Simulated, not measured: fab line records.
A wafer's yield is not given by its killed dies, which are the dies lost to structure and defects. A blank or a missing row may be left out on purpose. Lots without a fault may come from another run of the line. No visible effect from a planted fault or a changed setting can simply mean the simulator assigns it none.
A lot that was struck, set against a sound lot :: flow sky130 :: 17 out of 708 route steps
Sound: wafers L859.1, L859.4, L859.5. Struck: wafer L871.3; the same lot's L871.5 was not struck, so it is left out; see the end for the cause.
At each step with rows: each side's tool, then ch and its chambers, then its first start. Under that, the readings that differ: sound wafers :: struck wafers :: difference of the means :: sigmas: that difference in standard deviations of wafers without a fault.
alike: words and numbers the same on both sides, and readings whose means are apart by under 2 such deviations; not compared: readings that were withheld, readings missing a value for some wafer, numbers with overlapping values and no deviation given by the record, and bounds like >300 which may hide the same value.
A row with sigmas, a row that says differs or no value, or rows on one side alone: a step with any of these is where the two part. Numbers that have no deviation but don't overlap get no sigmas and don't part them. A reading missing from all wafers of one side parts the sides only when that side holds two or more wafers.

first, 4 steps without rows for these wafers: SKY_FIELD_ISO_WET_ETCH_29 (etches Si3N4 in H3PO4, target depth 160 nm, time 1825 s); SKY_FIELD_ISO_WET_ETCH_30 (etches SiO2 in dHF, target depth 25 nm, time 50 s); SKY_NWELL_CLEAN_00 (cleans in SC1/SC2, time 150 s); SKY_NWELL_OXIDATION_01 (stabilise 600 s, purge 300 s, target thk 10 nm).
SKY_NWELL_THK_MEAS_02:
  sound on film metro-04 at day 2 12:41; struck on film metro-03 at day 5 07:28
  alike: NWELL_OXIDATION_THK
then, 7 steps without rows for these wafers: SKY_DNWELL_DEHYDRATE_00 (time 60 s); SKY_DNWELL_HMDS_01 (prime time 60 s); SKY_DNWELL_COAT_02 (resist thk 3000 nm); SKY_DNWELL_SOFTBAKE_03; SKY_DNWELL_EXPOSE_04 (exposes mask DNM, target cd 3000 nm); SKY_DNWELL_PEB_05; SKY_DNWELL_DEVELOP_06 (develop time 60 s).
SKY_DNWELL_IMPLANT_07:
  sound on implanter-02 ch 0, day 3 03:06; struck on implanter-03 ch 0, day 6 01:31
SKY_DNWELL_STRIP_08: strips in O2/N2.
  sound on plasma asher-01 ch 0,1, day 3 03:15; struck on plasma asher-04 ch 0, day 6 01:38
reading: drypump motor current A (A)
sound: 5.89 5.73 5.72
struck: 6.58
difference: +0.80
sigmas: +3
  alike: chamber pressure mTorr, oes product au, strip time to endpoint s
  not compared: rf hours counter h
SKY_DNWELL_TW_MEAS_09:
  sound on film metro-04 at day 3 03:21; struck on film metro-03 at day 6 01:44
reading: DNWELL_TW
sound: 1128 1131 1129
struck: 1179
difference: +50
sigmas: +5
then, 2 steps without rows for these wafers: SKY_PWDE_DEHYDRATE_00 (time 60 s); SKY_PAD_OPEN_PROBE_99.

## WHERE THEY PART
Earliest at SKY_DNWELL_STRIP_08; latest, in this record, at SKY_DNWELL_TW_MEAS_09.

WHY: the cause the simulator had injected
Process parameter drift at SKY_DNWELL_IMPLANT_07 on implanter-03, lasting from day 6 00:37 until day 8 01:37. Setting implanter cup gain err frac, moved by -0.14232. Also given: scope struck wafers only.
